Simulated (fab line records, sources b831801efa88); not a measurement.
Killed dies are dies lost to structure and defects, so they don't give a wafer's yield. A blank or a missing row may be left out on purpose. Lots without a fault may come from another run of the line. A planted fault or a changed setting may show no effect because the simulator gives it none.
Split-lot experiment | flow sky130 | 5 lots, 23 wafers read, on a route of 708 steps

THE SPLIT
At SKY_LDD_N_IMPLANT_10, the setting energy_kev was moved away from the recipe's 20 on 10 of the 23 wafers read, by -2.7% to +4.3%. The other wafers ran this setting at the recipe's value.

The reading is taken at the split's own step.

THE READING
implant.drp_nm (the simulator's own value, which no gauge read), in nm, at SKY_LDD_N_IMPLANT_10. The file gives no usual value for it.

wafer  | tool, chamber at the split | energy_kev as run | against the recipe | implant.drp_nm, nm | against lot-mates on the recipe
L077.2 | implanter-03, 0            | 20.79             | +3.9%              | 7.408              | +0.196
L077.3 | implanter-03, 0            | 20.79             | +3.9%              | 7.408              | +0.196
L077.4 | implanter-03, 0            | 20                | recipe             | 7.212              | -
L077.5 | implanter-03, 0            | 20                | recipe             | 7.212              | -
L077.6 | implanter-03, 0            | 20                | recipe             | 7.212              | -
L078.1 | implanter-03, 0            | 20                | recipe             | 7.212              | -
L078.4 | implanter-03, 0            | 20                | recipe             | 7.212              | -
L078.5 | implanter-03, 0            | 20                | recipe             | 7.212              | -
L078.2 | implanter-03, 0            | 20.86             | +4.3%              | 7.426              | +0.214
L078.3 | implanter-03, 0            | 20.86             | +4.3%              | 7.426              | +0.214
L080.1 | implanter-03, 0            | 19.46             | -2.7%              | 7.076              | -0.136
L080.2 | implanter-03, 0            | 19.46             | -2.7%              | 7.076              | -0.136
L080.6 | implanter-03, 0            | 19.46             | -2.7%              | 7.076              | -0.136
L080.4 | implanter-03, 0            | 20                | recipe             | 7.212              | -
L080.5 | implanter-03, 0            | 20                | recipe             | 7.212              | -
L081.1 | implanter-01, 0            | 20                | recipe             | 7.212              | -
L081.2 | implanter-01, 0            | 20                | recipe             | 7.212              | -
L081.3 | implanter-01, 0            | 19.63             | -1.9%              | 7.119              | -0.093
L081.5 | implanter-01, 0            | 19.63             | -1.9%              | 7.119              | -0.093
L081.6 | implanter-01, 0            | 19.63             | -1.9%              | 7.119              | -0.093
L082.1 | implanter-02, 0            | 20                | recipe             | 7.212              | -
L082.4 | implanter-02, 0            | 20                | recipe             | 7.212              | -
L082.5 | implanter-02, 0            | 20                | recipe             | 7.212              | -

THE FIT
A straight line over all 23 wafers: implant.drp_nm changes by +0.0499 nm for each +1% of energy_kev; r = +1.00; the points scatter about the line by 0.00052 nm.
The same after taking each lot's own level away (the mean of its wafers on the recipe; 23 wafers): +0.0499 nm for each +1%; r = +1.00; scatter 0.00052 nm.
On that fit, the largest move of energy_kev shifts the reading by 0.21 nm.
The lots' own levels span 7.2120 to 7.2120 nm.
So the lot-to-lot level changes the slope little: the two slopes agree.
Check: with one of the wafers moved furthest among these (+4.3%) left out of the fit, the line predicts +0.214 nm for it against its lot-mates. It came out at +0.214 nm against them.

OTHER SPLITS ON THESE WAFERS
These wafers also went through other splits before the reading. Each is held against what the fit with the lots' levels taken away leaves over:
other split on the same wafers        | wafers away from the commonest value | r with implant.drp_nm (lot level and that fit taken away)
SKY_GATE_OXIDE_OXIDATION_01 ox_time_s | 18                                   | -0.04
SKY_GATE_OXIDE_IMPLANT_11 dose_cm2    | 8                                    | -0.31
SKY_POLY_GATE_EXPOSE_10 dose_mj       | 8                                    | -0.02
SKY_POLY_GATE_ETCH_15 ion_energy_ev   | 7                                    | -0.43

THE WHOLE CHAIN: every reading that the file lists as answering this split, in the file's order
step                 | what it does | reading                                                         | change (the file's fit)                | r (the file's)
SKY_LDD_N_IMPLANT_10 |              | implant.rp_nm (the simulator's own value, which no gauge read)  | +0.115 nm for each +1% of the setting  | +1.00
SKY_LDD_N_IMPLANT_10 |              | implant.drp_nm (the simulator's own value, which no gauge read) | +0.0499 nm for each +1% of the setting | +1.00

THE FILE'S OWN FIT
implant.drp_nm changes by +0.0499 nm for each +1% of energy_kev, r = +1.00.
